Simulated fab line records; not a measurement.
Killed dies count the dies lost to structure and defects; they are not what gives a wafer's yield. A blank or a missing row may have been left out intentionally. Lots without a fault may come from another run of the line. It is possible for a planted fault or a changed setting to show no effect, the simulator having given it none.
Which tool was responsible? / flow sky130 / 6 lots with 18 wafers sampled at 2 steps, on a route of 708 steps

## WHAT THE GAUGES READ, wafer by wafer
SKY_VIA4_OVL_MEAS_11.
lot=L433; measured=day 43 14:13; on=overlay-01; VIA4_OVL (nm)=3.5 3.2 3.0
lot=L438; measured=day 45 05:37; on=overlay-02; VIA4_OVL (nm)=0.8 0.3 0.6
lot=L442; measured=day 46 00:46; on=overlay-01; VIA4_OVL (nm)=-2.4 -2.2 -1.3
lot=L444; measured=day 46 15:30; on=overlay-01; VIA4_OVL (nm)=0.9 0.5 2.6
lot=L449; measured=day 47 18:22; on=overlay-01; VIA4_OVL (nm)=-1.9 -0.9 -3.2
lot=L453; measured=day 49 00:34; on=overlay-01; VIA4_OVL (nm)=-0.9 -0.7 -1.3

## EACH LOT AND THE TOOL THAT RAN IT (in order: tool; ch and the chambers of the sampled wafers; start)
lot=L433; SKY_METAL4_SPUTTER_00=pvd-sputter-03, day 40 13:29
lot=L438; SKY_METAL4_SPUTTER_00=pvd-sputter-03, day 42 07:02
lot=L442; SKY_METAL4_SPUTTER_00=pvd-sputter-03, day 43 04:46
lot=L444; SKY_METAL4_SPUTTER_00=pvd-sputter-03, day 43 20:40
lot=L449; SKY_METAL4_SPUTTER_00=pvd-sputter-03, day 45 01:57
lot=L453; SKY_METAL4_SPUTTER_00=pvd-sputter-02, day 46 12:14
- SKY_METAL4_SPUTTER_00: material Ti, target thk 15 nm, time 10 s.

## THE ANSWER, worked out from the rows above alone
Rule: the lots themselves supply what counts as usual. Put in order of their means at a reading, lots are off if they are a third of the lots or fewer, leave a main group of 4 or more, and stand apart from it by a gap of 3 or more times the standard deviation of the main group's means; of several such gaps the widest counts. Not used: any main group whose means are identical at the precision the tables above print for the reading. Also off: a lot with no number at a reading for which 4 or more lots have one. Where the step has rows for the other lots, those lots are counted as sound.
No lot is off at any reading shown: from this, nothing can be told.

## WHAT THE SIMULATOR HAD INSERTED
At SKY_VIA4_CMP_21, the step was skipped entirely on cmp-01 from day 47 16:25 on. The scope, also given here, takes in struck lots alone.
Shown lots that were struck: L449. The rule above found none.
